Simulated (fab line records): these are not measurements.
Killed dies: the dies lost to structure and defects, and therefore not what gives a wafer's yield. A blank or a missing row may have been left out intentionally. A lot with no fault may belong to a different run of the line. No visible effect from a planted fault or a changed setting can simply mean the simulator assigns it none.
What tool caused it? + flow gf180mcu + 6 lots with 18 wafers sampled at 2 steps, on a route of 602 steps

## WHAT EACH GAUGE READ, for each wafer
GF_M4_RS_MEAS_05: measures by four-point-probe.
| lot  | measured     | on            | M4_ALCU_RS (ohm/sq)  |
|------|--------------|---------------|----------------------|
| L355 | day 23 07:21 | film_metro-02 | 0.0686 0.0683 0.0689 |
| L354 | day 23 12:29 | film_metro-02 | 0.0685 0.0682 0.0684 |
| L358 | day 24 07:32 | film_metro-03 | 0.0690 0.0682 0.0694 |
| L359 | day 25 00:22 | film_metro-01 | 0.0678 0.0681 0.0688 |
| L362 | day 25 13:49 | film_metro-03 | 0.0705 0.0694 0.0697 |
| L371 | day 28 08:59 | film_metro-03 | 0.0698 0.0697 0.0689 |

## TOOL THAT RAN EACH LOT (tool first, then ch and the chambers of the sampled wafers, then the start)
| lot  | GF_M2_CLEAN_19                  |
|------|---------------------------------|
| L355 | wet_bench-03 ch 2, day 20 02:45 |
| L354 | wet_bench-01 ch 1, day 20 08:05 |
| L358 | wet_bench-03 ch 3, day 21 05:51 |
| L359 | wet_bench-03 ch 2, day 21 23:18 |
| L362 | wet_bench-02 ch 2, day 22 14:45 |
| L371 | wet_bench-03 ch 3, day 25 15:02 |
- GF_M2_CLEAN_19: cleans in DIW.

## THE ANSWER, worked out from the rows above alone
Rule: the lots themselves supply what counts as usual. Put in order of their means at a reading, lots are off if they are a third of the lots or fewer, leave a main group of 4 or more, and stand apart from it by a gap of 3 or more times the standard deviation of the main group's means; of several such gaps the widest counts. A main group is skipped when, at the precision printed for the reading in the tables above, its means are all equal. A lot without any number at a reading at which 4 lots or more have one is off too. The other lots that the step has rows for count as sound.
Across all readings shown, no lot is off: no conclusion can be drawn from this.

## WHAT HAD BEEN PUT IN BY THE SIMULATOR
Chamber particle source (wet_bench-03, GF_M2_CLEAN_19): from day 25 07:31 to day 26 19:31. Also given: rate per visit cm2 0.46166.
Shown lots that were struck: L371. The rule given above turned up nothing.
